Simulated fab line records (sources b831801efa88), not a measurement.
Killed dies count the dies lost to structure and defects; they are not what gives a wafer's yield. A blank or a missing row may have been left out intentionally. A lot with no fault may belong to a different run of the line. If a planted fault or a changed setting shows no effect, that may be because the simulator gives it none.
fab line records | flow sky130
record: lots: 12 wafers: 36 last-day: 50
route steps=708 shown METAL2@499 METAL3@535 CAPM@537 METAL4@632 PAD_OPEN@708
lots untouched by any fault: they come from a run of this same line in which no faults occurred
start-h: the number of hours between the record's first day and the start of the first shown wafer of the lot | wait-h: time in hours since the lot's previous step | " same as the row above | L1.1+2: one row covering several wafers at once | - no value, or no start was given | * or withheld: withheld | < > ~ a bound
route shown NAME@n: NAME is a module with steps in the file, n the number in the route of the first one | usual: mean and standard deviation over wafers with no fault | same: alike in all rows | chamber/n: place in a boat | sites: readings site by site | _std_site: the values' standard deviation | _edge_site: outer sites' mean less inner sites' | radius-mm: for every site, how far away it sits from the centre of the wafer | mask NAME#n: copy n | behind: the last tool/chamber to shape the wafer | hold: cause of the lot's hold/its duration in hours/its outcome | device: names the non-switching transistor (n, p or np) | end of line: at the end of the route, the tests of the same wafers | where a step has no rows: the recipe by itself | killed: not the wafer's yield, but the dies lost to structure and defects at the first sort | map: the dies of a wafer, with x for killed, . for not killed, _ for no die there
set.NAME: the run value of the setting; set.NAME@STEP: its run value at that earlier step | model.NAME: the simulator's own value behind a step, which no gauge read
a sample of lots followed through the steps of the route, with each step as a table and each wafer as a row
services: from which hour (start-h, from the record's first day; less than 0 if before it) a tool's chamber was out of use, for how many hours, and why
== steps ==
step: SKY_METAL2_OVL_MEAS_16
usual: METAL2_OVL: 0/4.8
columns lot.wafer tool chamber start-h wait-h METAL2_OVL[nm]
L918.1 overlay-02 - 851.65 0.1 6
L918.2 " - " " 5
L918.5 " - " " 5
L919.1 overlay-02 - 852.80 0.1 -2
L919.3 " - " " -12
L919.6 " - " " -8
L920.3 overlay-02 - 865.45 0.1 4
L920.4 " - " " -1
L920.5 " - " " 7
L921.2 overlay-01 - 873.46 0.1 1
L921.3 " - " " 7
L921.4 " - " " -1
L923.1 overlay-01 - 890.54 0.1 -4
L923.2 " - " " -2
L923.3 " - " " -4
L925.4 overlay-02 - 903.21 0.1 -1
L925.5 " - " " -4
L925.6 " - " " -4
L930.3 overlay-02 - 945.37 0.1 -4
L930.4 " - " " 1
L930.5 " - " " 5
L932.3 overlay-01 - 948.10 0.1 13
L932.5 " - " " 8
L932.6 " - " " 2
L936.2 overlay-01 - 972.55 0.1 2
L936.4 " - " " 1
L936.5 " - " " -8
L935.1 overlay-02 - 979.90 0.1 1
L935.4 " - " " 5
L935.5 " - " " -3
L938.3 overlay-02 - 987.22 0.1 5
L938.4 " - " " -9
L938.6 " - " " -9
L937.1 overlay-02 - 988.50 0.1 4
L937.5 " - " " -3
L937.6 " - " " 3
step: SKY_METAL3_SPUTTER_03
recipe: material: Ti target-thk-nm: 5 power-w: 3000 time-s: 3.3 chamber-pressure-pa: 0.4
usual: throttle-valve-pct: 30.2/0.86
same: time-s: 3.3
columns lot.wafer tool chamber start-h wait-h throttle-valve-pct
L918.1 pvd-sputter-02 - 880.46 0.0 30.3
L918.2 " - " " 30.7
L918.5 " - " " 29.8
L919.1 pvd-sputter-01 - 881.89 0.0 29.4
L919.3 " - " " 31.9
L919.6 " - " " 29.0
L920.3 pvd-sputter-01 - 893.91 0.0 31.8
L920.4 " - " " 31.2
L920.5 " - " " 29.6
L921.2 pvd-sputter-03 - 902.07 0.0 29.4
L921.3 " - " " 30.5
L921.4 " - " " 29.6
L923.1 pvd-sputter-01 - 918.68 0.0 29.3
L923.2 " - " " 31.0
L923.3 " - " " 31.5
L925.4 pvd-sputter-03 - 930.61 0.0 30.5
L925.5 " - " " 30.1
L925.6 " - " " 29.7
L930.3 pvd-sputter-02 - 976.00 0.0 30.3
L930.4 " - " " 30.4
L930.5 " - " " 30.0
L932.3 pvd-sputter-01 - 978.10 0.0 31.0
L932.5 " - " " 29.1
L932.6 " - " " 31.0
L936.2 pvd-sputter-03 - 1002.03 0.0 30.0
L936.4 " - " " 29.9
L936.5 " - " " 30.1
L935.1 pvd-sputter-01 - 1006.54 0.0 31.0
L935.4 " - " " 29.3
L935.5 " - " " 30.9
L938.3 pvd-sputter-01 - 1013.52 0.0 29.1
L938.4 " - " " 29.3
L938.6 " - " " 29.1
L937.1 pvd-sputter-03 - 1014.22 0.0 30.0
L937.5 " - " " 29.0
L937.6 " - " " 30.4
step: SKY_CAPM_CVD_00
recipe: material: SiO2 target-thk-nm: 15.5 temp-c: 400 time-s: withheld rf-w: 450
usual: heater-power-w: 740/100
columns lot.wafer tool chamber start-h wait-h heater-power-w
L918.1 pecvd-03 2 880.53 0.0 769
L918.2 " 1 " " 736
L918.5 " 2 " " 763
L919.1 pecvd-01 0 881.96 0.0 813
L919.3 " 2 " " 661
L919.6 " 0 " " 810
L920.3 pecvd-04 0 893.99 0.0 772
L920.4 " 2 " " 820
L920.5 " 0 " " 790
L921.2 pecvd-01 0 902.13 0.0 811
L921.3 " 1 " " 504
L921.4 " 0 " " 818
L923.1 pecvd-03 0 918.75 0.0 695
L923.2 " 2 " " 701
L923.3 " 1 " " 839
L925.4 pecvd-03 1 930.68 0.0 744
L925.5 " 2 " " 756
L925.6 " 0 " " 763
L930.3 pecvd-01 2 976.07 0.0 754
L930.4 " 1 " " 487
L930.5 " 0 " " 829
L932.3 pecvd-01 1 978.17 0.0 547
L932.5 " 0 " " 762
L932.6 " 1 " " 562
L936.2 pecvd-04 2 1002.10 0.0 801
L936.4 " 2 " " 755
L936.5 " 1 " " 875
L935.1 pecvd-04 0 1006.61 0.0 769
L935.4 " 1 " " 878
L935.5 " 2 " " 830
L938.3 pecvd-03 1 1013.58 0.0 797
L938.4 " 1 " " 827
L938.6 " 2 " " 699
L937.1 pecvd-04 1 1014.28 0.0 801
L937.5 " 2 " " 760
L937.6 " 1 " " 812
step: SKY_METAL4_ETCH_16
recipe: chemistry: N2/H2 target: BARC ion-energy-ev: 200 bias-w: 100 pressure-mtorr: 30 n2-flow-sccm: 100 h2-flow-sccm: 200 icp-w: 500 stop-on: SiO2 time-s: 88.2 target-depth-a: 600
usual: drypump-motor-current-A: 5.7/0.41 oes-product-au: 0.626/0.0046 run-length-s: 116.3/0.4 throttle-valve-pct: 13.205/0.01
columns lot.wafer tool chamber start-h wait-h drypump-motor-current-A oes-product-au rf-hours-counter-h run-length-s throttle-valve-pct
L918.1 rie-metal-04 0 1006.80 0.1 5.3 0.619 17 116.2 13.204
L918.2 " 0 " " 5.3 0.628 - 115.9 13.217
L918.5 " 0 " " 5.3 0.627 - 116.1 13.215
L919.1 rie-metal-03 1 1010.50 0.0 5.5 0.621 5 116.3 13.198
L919.3 " 1 " " 5.5 0.630 - 116.6 13.194
L919.6 " 0 " " 6.3 0.624 - 115.9 13.196
L920.3 rie-metal-04 0 1019.75 0.1 5.3 0.628 - 116.1 13.204
L920.4 " 0 " " 5.3 0.625 - 115.8 13.196
L920.5 " 0 " " 5.3 0.633 - 116.0 13.204
L921.2 rie-metal-04 0 1026.19 0.1 5.4 0.627 - 115.9 13.200
L921.3 " 0 " " 5.3 0.631 - 116.1 13.195
L921.4 " 0 " " 5.3 0.619 - 115.8 13.201
L923.1 rie-metal-01 0 1040.82 0.0 6.2 0.628 16 117.0 13.223
L923.2 " 1 " " 5.4 0.621 12 115.9 13.206
L923.3 " 0 " " 6.2 0.619 - 117.1 13.198
L925.4 rie-metal-04 0 1051.64 0.1 5.3 0.629 - 115.8 13.207
L925.5 " 0 " " 5.3 0.618 - 116.1 13.215
L925.6 " 0 " " 5.3 0.635 - 115.7 13.222
L930.3 rie-metal-04 0 1090.26 0.0 5.3 0.760 - 97.7 13.200
L930.4 " 1 " " 6.1 0.746 - 98.4 13.205
L930.5 " 1 " " 6.1 0.748 - 98.6 13.220
L932.3 rie-metal-04 1 1092.81 0.0 6.1 0.754 - 98.3 13.205
L932.5 " 0 " " 5.3 0.747 - 97.5 13.208
L932.6 " 1 " " 6.1 0.750 - 97.9 13.220
L936.2 rie-metal-03 0 1114.19 0.0 6.3 0.630 3 115.9 13.207
L936.4 " 1 " " 5.5 0.618 - 116.0 13.190
L936.5 " 1 " " 5.5 0.625 - 116.5 13.190
L935.1 rie-metal-03 1 1119.16 0.0 5.4 0.627 14 116.4 13.216
L935.4 " 1 " " 5.5 0.624 - 116.3 13.210
L935.5 " 0 " " 6.3 0.622 - 116.0 13.200
L938.3 rie-metal-03 1 1123.19 0.0 5.5 0.618 - 116.6 13.199
L938.4 " 0 " " 6.3 0.622 - 116.3 13.186
L938.6 " 0 " " 6.3 0.629 - 116.2 13.208
L937.1 rie-metal-03 0 1124.96 0.0 6.3 0.630 4 116.1 13.198
L937.5 " 1 " " 5.5 0.619 - 116.3 13.208
L937.6 " 0 " " 6.3 0.618 - 116.1 13.185
step: SKY_PAD_OPEN_PROBE_99
usual: defect-limited-yield: 82.4/1.9 killed_at_M0_to_M3: 43/7.1 killed_at_M4_up: 3.2/1.7 killed-at-contacts: 24/5.6 killed-at-front-end: 16/5 killed-at-other: 0.4/0.68 killed-dies: 86/9.3 killed-on-rim: 17/3.8 killed-open: 47/7.1 killed-short: 39/5.7 sort_bin_3_pad_short: 0.9/0.38 sort_bin_5_function: 10.4/1.5 sort_bin_6_memory: 6.3/1.3 sort-n-pass: 406/9.3 sort-yield-pct: 82.4/1.9
same: gross-dies: 492 killed-at-back-side: 0 sort_bin_4_leakage[%]: 0 sort_bin_8_speed[%]: 0
columns lot.wafer tool chamber start-h wait-h defect-limited-yield[%] killed_at_M0_to_M3 killed_at_M4_up killed-at-contacts killed-at-front-end killed-at-other killed-dies killed-on-rim killed-open killed-short sort_bin_3_pad_short[%] sort_bin_5_function[%] sort_bin_6_memory[%] sort-n-pass sort-yield-pct[%]
L918.1 prober-02 - 1099.20 0.1 84.3 33 1 18 25 0 77 18 46 31 1.2 8.9 5.5 415 84.3
L918.2 prober-02 - 1099.25 0.1 82.7 50 2 22 10 1 85 16 50 34 0.2 10.2 6.9 407 82.7
L918.5 prober-02 - 1099.40 0.2 83.9 42 2 20 15 0 79 11 42 37 0.6 8.7 6.7 413 83.9
L919.1 prober-01 - 1102.40 0.1 83.7 41 5 18 15 1 80 21 39 39 0.8 9.8 5.7 412 83.7
L919.3 prober-01 - 1102.50 0.2 85.4 39 2 12 19 0 72 13 34 37 1.0 8.9 4.7 420 85.4
L919.6 prober-01 - 1102.65 0.2 82.3 44 7 26 10 0 87 21 44 43 1.0 8.5 8.1 405 82.3
L920.3 prober-02 - 1111.19 0.2 83.9 34 3 19 22 1 79 17 41 37 1.2 9.3 5.5 413 83.9
L920.4 prober-02 - 1111.24 0.2 82.3 31 4 29 23 0 87 19 34 53 1.6 9.3 6.7 405 82.3
L920.5 prober-02 - 1111.29 0.2 83.5 36 5 21 18 1 81 12 39 41 1.2 9.8 5.5 411 83.5
L921.2 prober-01 - 1116.90 0.1 83.9 41 5 19 13 1 79 11 45 34 0.4 9.6 6.1 413 83.9
L921.3 prober-01 - 1116.95 0.2 81.5 41 4 23 22 1 91 22 46 45 1.2 8.5 8.7 401 81.5
L921.4 prober-01 - 1117.00 0.2 84.1 36 5 23 13 1 78 12 39 39 1.0 9.3 5.5 414 84.1
L923.1 prober-01 - 1129.28 0.1 83.1 42 6 23 12 0 83 18 45 38 0.6 11.4 4.9 409 83.1
L923.2 prober-01 - 1129.33 0.1 79.5 47 2 30 21 1 101 17 62 39 1.4 11.0 8.1 391 79.5
L923.3 prober-01 - 1129.38 0.2 80.5 45 2 34 15 0 96 17 63 33 0.6 11.8 7.1 396 80.5
L925.4 prober-01 - 1140.06 0.2 82.5 55 4 19 8 0 86 16 48 37 0.8 11.6 5.1 406 82.5
L925.5 prober-01 - 1140.11 0.2 82.5 47 2 26 10 1 86 14 53 33 0.4 8.9 8.1 406 82.5
L925.6 prober-01 - 1140.16 0.2 81.7 45 4 31 9 1 90 21 45 44 0.8 10.0 7.5 402 81.7
L930.3 prober-01 - 1171.76 0.2 79.7 37 3 30 29 1 100 17 55 44 1.4 12.0 6.9 392 79.7
L930.4 prober-01 - 1171.81 0.2 81.9 34 2 22 29 2 89 14 51 36 0.8 11.6 5.7 403 81.9
L930.5 prober-01 - 1171.86 0.2 81.9 49 1 25 14 0 89 18 46 43 0.6 13.2 4.3 403 81.9
L932.3 prober-02 - 1174.69 0.2 83.5 37 3 22 16 3 81 17 39 40 0.6 10.4 5.5 411 83.5
L932.5 prober-02 - 1174.79 0.2 79.5 52 3 31 14 1 101 20 51 49 1.8 10.0 8.7 391 79.5
L932.6 prober-02 - 1174.84 0.2 83.1 43 2 21 17 0 83 19 41 42 1.2 10.6 5.1 409 83.1
L936.2 prober-01 - 1192.00 0.1 81.1 49 3 22 19 0 93 12 49 44 1.0 12.4 5.5 399 81.1
L936.4 prober-01 - 1192.10 0.2 85.0 39 2 20 13 0 74 12 44 30 0.8 9.6 4.7 418 85.0
L936.5 prober-01 - 1192.15 0.2 81.3 48 5 26 13 0 92 22 51 40 0.8 11.4 6.5 400 81.3
L935.1 prober-02 - 1193.78 0.1 83.9 32 2 33 12 0 79 20 47 32 0.4 11.4 4.3 413 83.9
L935.4 prober-02 - 1193.93 0.2 81.5 36 3 29 23 0 91 19 46 45 0.8 13.6 4.1 401 81.5
L935.5 prober-02 - 1193.98 0.2 81.3 53 2 26 11 0 92 14 47 45 0.6 11.0 7.1 400 81.3
L938.3 prober-01 - 1199.04 0.2 83.9 35 5 24 14 1 79 9 36 43 1.2 8.9 5.9 413 83.9
L938.4 prober-01 - 1199.09 0.2 83.7 34 7 25 14 0 80 21 41 39 0.6 10.2 5.5 412 83.7
L938.6 prober-01 - 1199.19 0.2 86.4 42 1 13 11 0 67 21 31 36 0.4 7.9 5.3 425 86.4
L937.1 prober-02 - 1201.82 0.1 84.6 42 1 13 20 0 76 17 37 39 1.0 8.7 5.7 416 84.6
L937.5 prober-02 - 1202.02 0.2 83.7 35 4 27 14 0 80 16 45 35 1.0 9.3 5.9 412 83.7
L937.6 prober-02 - 1202.07 0.2 80.5 58 4 20 14 0 96 24 58 38 0.6 11.0 7.9 396 80.5
killed by level:class
L918.1 CONTACT:geometric-particle:open=10 VIA1:geometric-particle:open=8 FIELD_ISO:geometric-particle:short=7 FIELD_ISO:geometric-particle:open=5 VIA3:geometric-particle:open=5 POLY_GATE:geometric-particle:open=4 LI_CONTACT:geometric-particle:open=4 METAL1:geometric-particle:short=4
L918.2 VIA3:geometric-particle:open=13 CONTACT:geometric-particle:open=8 METAL2:geometric-particle:short=8 VIA1:geometric-particle:open=8 LI_CONTACT:geometric-particle:open=6 VIA2:geometric-particle:open=6 LOCAL_INTERCONNECT:geometric-particle:short=5 METAL1:geometric-particle:short=4
L918.5 VIA1:geometric-particle:open=13 FIELD_ISO:geometric-particle:short=6 CONTACT:geometric-particle:open=6 VIA2:geometric-particle:open=6 VIA3:geometric-particle:open=6 LI_CONTACT:geometric-particle:open=5 LOCAL_INTERCONNECT:geometric-particle:short=5 POLY_GATE:geometric-particle:short=4
L919.1 CONTACT:geometric-particle:open=8 LI_CONTACT:geometric-particle:open=6 VIA1:geometric-particle:open=6 VIA3:geometric-particle:open=6 FIELD_ISO:geometric-particle:short=5 POLY_GATE:geometric-particle:short=5 METAL1:geometric-particle:short=5 VIA1:geometric-particle:short=5
L919.3 VIA1:geometric-particle:open=10 POLY_GATE:geometric-particle:short=7 VIA3:geometric-particle:open=7 METAL1:geometric-particle:short=6 METAL2:geometric-particle:short=4 FIELD_ISO:geometric-particle:open=3 POLY_GATE:geometric-particle:open=3 LOCAL_INTERCONNECT:geometric-particle:short=3
L919.6 VIA1:geometric-particle:short=12 CONTACT:geometric-particle:open=10 VIA2:geometric-particle:open=8 VIA1:geometric-particle:open=8 LI_CONTACT:geometric-particle:open=5 CONTACT:geometric-particle:short=4 METAL4:geometric-particle:short=4 FIELD_ISO:geometric-particle:open=3
L920.3 CONTACT:geometric-particle:open=8 VIA1:geometric-particle:open=7 VIA1:geometric-particle:short=7 FIELD_ISO:geometric-particle:short=6 VIA2:geometric-particle:open=5 LI_CONTACT:geometric-particle:open=4 METAL2:geometric-particle:short=4 POLY_GATE:geometric-particle:open=3
L920.4 LI_CONTACT:geometric-particle:open=7 METAL1:geometric-particle:short=6 FIELD_ISO:geometric-particle:short=6 LI_CONTACT:geometric-particle:short=6 CONTACT:geometric-particle:short=6 CONTACT:geometric-particle:open=6 FIELD_ISO:geometric-particle:open=5 SPACER:geometric-particle:short=4
L920.5 VIA1:geometric-particle:open=12 LI_CONTACT:geometric-particle:open=7 METAL2:geometric-particle:short=7 METAL1:geometric-particle:short=6 POLY_GATE:geometric-particle:short=5 POLY_GATE:geometric-particle:open=5 LOCAL_INTERCONNECT:geometric-particle:short=5 FIELD_ISO:geometric-particle:open=4
L921.2 VIA3:geometric-particle:open=10 VIA1:geometric-particle:open=8 CONTACT:geometric-particle:open=7 VIA2:geometric-particle:open=6 POLY_GATE:geometric-particle:short=4 METAL1:geometric-particle:short=4 VIA1:geometric-particle:short=4 METAL4:geometric-particle:short=4
L921.3 LI_CONTACT:geometric-particle:open=8 CONTACT:geometric-particle:open=7 VIA1:geometric-particle:open=7 METAL2:geometric-particle:short=7 FIELD_ISO:geometric-particle:open=6 METAL1:geometric-particle:short=6 VIA3:geometric-particle:open=6 FIELD_ISO:geometric-particle:short=5
L921.4 VIA1:geometric-particle:open=7 CONTACT:geometric-particle:open=7 LI_CONTACT:geometric-particle:open=6 METAL1:geometric-particle:short=6 FIELD_ISO:geometric-particle:open=5 VIA3:geometric-particle:open=5 FIELD_ISO:geometric-particle:short=4 LI_CONTACT:geometric-particle:short=4
L923.1 CONTACT:geometric-particle:open=11 VIA1:geometric-particle:open=8 VIA1:geometric-particle:short=6 VIA3:geometric-particle:open=6 VIA2:geometric-particle:open=5 METAL2:geometric-particle:short=4 LI_CONTACT:geometric-particle:short=4 VIA2:geometric-particle:short=4
L923.2 CONTACT:geometric-particle:open=12 VIA1:geometric-particle:open=10 VIA3:geometric-particle:open=9 POLY_GATE:geometric-particle:short=8 VIA2:geometric-particle:open=8 METAL2:geometric-particle:short=7 POLY_GATE:geometric-particle:open=6 LI_CONTACT:geometric-particle:open=6
L923.3 VIA1:geometric-particle:open=15 CONTACT:geometric-particle:open=13 CONTACT:geometric-particle:short=9 VIA2:geometric-particle:open=8 LI_CONTACT:geometric-particle:open=7 LOCAL_INTERCONNECT:geometric-particle:short=5 VIA1:geometric-particle:short=5 VIA3:geometric-particle:open=5
L925.4 VIA1:geometric-particle:open=15 CONTACT:geometric-particle:open=8 VIA3:geometric-particle:open=7 VIA2:geometric-particle:open=6 LI_CONTACT:geometric-particle:open=5 VIA1:geometric-particle:short=5 VIA3:geometric-particle:short=5 LI_CONTACT:geometric-particle:short=4
L925.5 VIA1:geometric-particle:open=14 CONTACT:geometric-particle:open=10 LI_CONTACT:geometric-particle:open=9 VIA2:geometric-particle:open=6 METAL1:geometric-particle:short=5 METAL2:geometric-particle:short=4 VIA3:geometric-particle:short=4 VIA3:geometric-particle:open=4
L925.6 VIA1:geometric-particle:open=12 LI_CONTACT:geometric-particle:open=9 CONTACT:geometric-particle:open=9 METAL1:geometric-particle:short=6 VIA1:geometric-particle:short=6 VIA2:geometric-particle:short=5 CONTACT:geometric-particle:short=4 VIA2:geometric-particle:open=4
L930.3 CONTACT:geometric-particle:open=12 VIA1:geometric-particle:open=9 FIELD_ISO:geometric-particle:open=8 FIELD_ISO:geometric-particle:short=7 LI_CONTACT:geometric-particle:open=7 VIA2:geometric-particle:open=6 METAL1:geometric-particle:short=6 POLY_GATE:geometric-particle:short=5
L930.4 VIA1:geometric-particle:open=12 FIELD_ISO:geometric-particle:open=11 POLY_GATE:geometric-particle:open=8 CONTACT:geometric-particle:open=8 FIELD_ISO:geometric-particle:short=6 VIA1:geometric-particle:short=6 CONTACT:geometric-particle:short=5 LI_CONTACT:geometric-particle:open=4
L930.5 CONTACT:geometric-particle:open=11 METAL2:geometric-particle:short=10 LI_CONTACT:geometric-particle:open=9 VIA3:geometric-particle:open=8 VIA1:geometric-particle:open=6 METAL1:geometric-particle:short=5 VIA2:geometric-particle:short=5 VIA3:geometric-particle:short=5
L932.3 VIA1:geometric-particle:open=8 METAL2:geometric-particle:short=8 CONTACT:geometric-particle:short=7 CONTACT:geometric-particle:open=7 FIELD_ISO:geometric-particle:open=6 VIA1:geometric-particle:short=5 LI_CONTACT:geometric-particle:open=5 VIA3:geometric-particle:open=5
L932.5 VIA1:geometric-particle:open=13 CONTACT:geometric-particle:open=10 METAL2:geometric-particle:short=9 CONTACT:geometric-particle:short=7 LI_CONTACT:geometric-particle:short=6 METAL1:geometric-particle:short=6 VIA3:geometric-particle:open=6 VIA2:geometric-particle:open=6
L932.6 VIA1:geometric-particle:open=8 FIELD_ISO:geometric-particle:open=7 LOCAL_INTERCONNECT:geometric-particle:short=6 VIA1:geometric-particle:short=6 VIA2:geometric-particle:open=6 METAL1:geometric-particle:short=5 CONTACT:geometric-particle:open=5 POLY_GATE:geometric-particle:short=4
L936.2 VIA3:geometric-particle:open=10 VIA2:geometric-particle:open=8 FIELD_ISO:geometric-particle:short=7 LI_CONTACT:geometric-particle:open=7 CONTACT:geometric-particle:open=7 METAL1:geometric-particle:short=6 VIA1:geometric-particle:open=5 VIA3:geometric-particle:short=5
L936.4 CONTACT:geometric-particle:open=12 VIA1:geometric-particle:open=6 VIA2:geometric-particle:open=6 FIELD_ISO:geometric-particle:open=4 METAL2:geometric-particle:short=4 VIA2:geometric-particle:short=4 VIA3:geometric-particle:open=4 CONTACT:geometric-particle:short=3
L936.5 VIA1:geometric-particle:open=17 CONTACT:geometric-particle:open=8 LI_CONTACT:geometric-particle:open=6 METAL3:geometric-particle:short=6 CONTACT:geometric-particle:short=5 METAL1:geometric-particle:short=5 VIA1:geometric-particle:short=5 LOCAL_INTERCONNECT:geometric-particle:short=4
L935.1 CONTACT:geometric-particle:open=13 VIA3:geometric-particle:open=8 LI_CONTACT:geometric-particle:open=6 VIA2:geometric-particle:open=5 FIELD_ISO:geometric-particle:short=4 LOCAL_INTERCONNECT:geometric-particle:short=4 CONTACT:geometric-particle:short=4 VIA1:geometric-particle:open=4
L935.4 CONTACT:geometric-particle:open=11 METAL2:geometric-particle:short=8 VIA3:geometric-particle:open=8 FIELD_ISO:geometric-particle:short=7 VIA1:geometric-particle:open=7 CONTACT:geometric-particle:short=6 LI_CONTACT:geometric-particle:open=6 VIA1:geometric-particle:short=6
L935.5 METAL2:geometric-particle:short=13 VIA1:geometric-particle:open=11 LI_CONTACT:geometric-particle:open=10 VIA2:geometric-particle:open=10 CONTACT:geometric-particle:open=5 CONTACT:geometric-particle:short=5 FIELD_ISO:geometric-particle:short=4 VIA3:geometric-particle:short=3
L938.3 VIA1:geometric-particle:open=12 METAL2:geometric-particle:short=9 FIELD_ISO:geometric-particle:short=7 LOCAL_INTERCONNECT:geometric-particle:short=6 LI_CONTACT:geometric-particle:open=5 CONTACT:geometric-particle:open=5 CONTACT:geometric-particle:short=5 METAL4:geometric-particle:short=4
L938.4 LI_CONTACT:geometric-particle:open=8 CONTACT:geometric-particle:open=8 METAL2:geometric-particle:short=8 VIA2:geometric-particle:open=7 METAL4:geometric-particle:short=6 VIA1:geometric-particle:open=6 FIELD_ISO:geometric-particle:short=4 FIELD_ISO:geometric-particle:open=4
L938.6 VIA1:geometric-particle:open=9 CONTACT:geometric-particle:short=7 VIA1:geometric-particle:short=7 VIA3:geometric-particle:open=6 VIA2:geometric-particle:open=5 METAL1:geometric-particle:short=4 METAL2:geometric-particle:short=4 VIA2:geometric-particle:short=3
L937.1 VIA3:geometric-particle:open=10 METAL3:geometric-particle:short=7 METAL1:geometric-particle:short=6 CONTACT:geometric-particle:open=6 VIA1:geometric-particle:short=5 FIELD_ISO:geometric-particle:short=4 POLY_GATE:geometric-particle:open=4 VIA2:geometric-particle:open=4
L937.5 LI_CONTACT:geometric-particle:open=12 VIA3:geometric-particle:open=7 CONTACT:geometric-particle:short=6 POLY_GATE:geometric-particle:open=5 VIA1:geometric-particle:open=5 VIA2:geometric-particle:open=5 FIELD_ISO:geometric-particle:short=4 METAL2:geometric-particle:short=4
L937.6 VIA1:geometric-particle:open=14 VIA3:geometric-particle:open=12 LI_CONTACT:geometric-particle:open=7 CONTACT:geometric-particle:open=7 VIA2:geometric-particle:open=6 METAL2:geometric-particle:short=6 FIELD_ISO:geometric-particle:open=5 METAL3:geometric-particle:short=5
== services ==
columns tool chamber start-h hours kind
pvd-sputter-03 - 878.35 8.0 repair
pvd-sputter-03 - 898.38 2.3 repair
pecvd-04 2 919.10 7.3 repair
pvd-sputter-03 - 932.08 5.2 repair
pvd-sputter-01 - 953.33 2.4 repair
pvd-sputter-03 - 958.48 1.5 repair
rie-metal-03 0 958.58 2.8 repair
pecvd-01 - 970.15 0.9 repair
pecvd-04 - 976.24 2.8 pm
pvd-sputter-03 - 981.05 1.1 repair
pvd-sputter-01 - 986.96 1.9 repair
pvd-sputter-01 - 991.91 1.4 repair
pecvd-04 - 992.38 0.5 repair
pvd-sputter-03 - 1017.64 4.7 repair
pvd-sputter-03 - 1041.29 4.9 repair
rie-metal-04 - 1044.85 1.4 pm
rie-metal-04 1 1047.10 5.7 repair
pvd-sputter-01 - 1064.10 3.9 repair
pecvd-01 - 1064.18 0.5 repair
rie-metal-04 - 1068.89 2.8 pm
rie-metal-03 1 1079.22 8.5 repair
pecvd-01 - 1098.40 0.8 repair
pecvd-04 - 1099.56 0.6 repair
pecvd-03 1 1121.40 1.8 repair
== key ==
first-sign: step: SKY_METAL4_ETCH_16 reading: run-length-s direction: down sigmas: 46 usual: * struck: *
effect: step: SKY_METAL4_ETCH_16 reading: oes-product-au direction: up sigmas: 27 usual: 0.626 struck: 0.751
met-at SKY_METAL4_ETCH_16
struck-lots L930,L932
not-acting-at SKY_METAL2_OVL_MEAS_16,SKY_METAL3_SPUTTER_03,SKY_CAPM_CVD_00
onset-between 1051.64 1090.26
fault: kind: process-parameter-drift tool: rie-metal-04 chamber: - onset-h: 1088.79 steps: SKY_METAL4_ETCH_16 channel: time-s offset: * shape: step end-h: 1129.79 acts-in: * stated: *
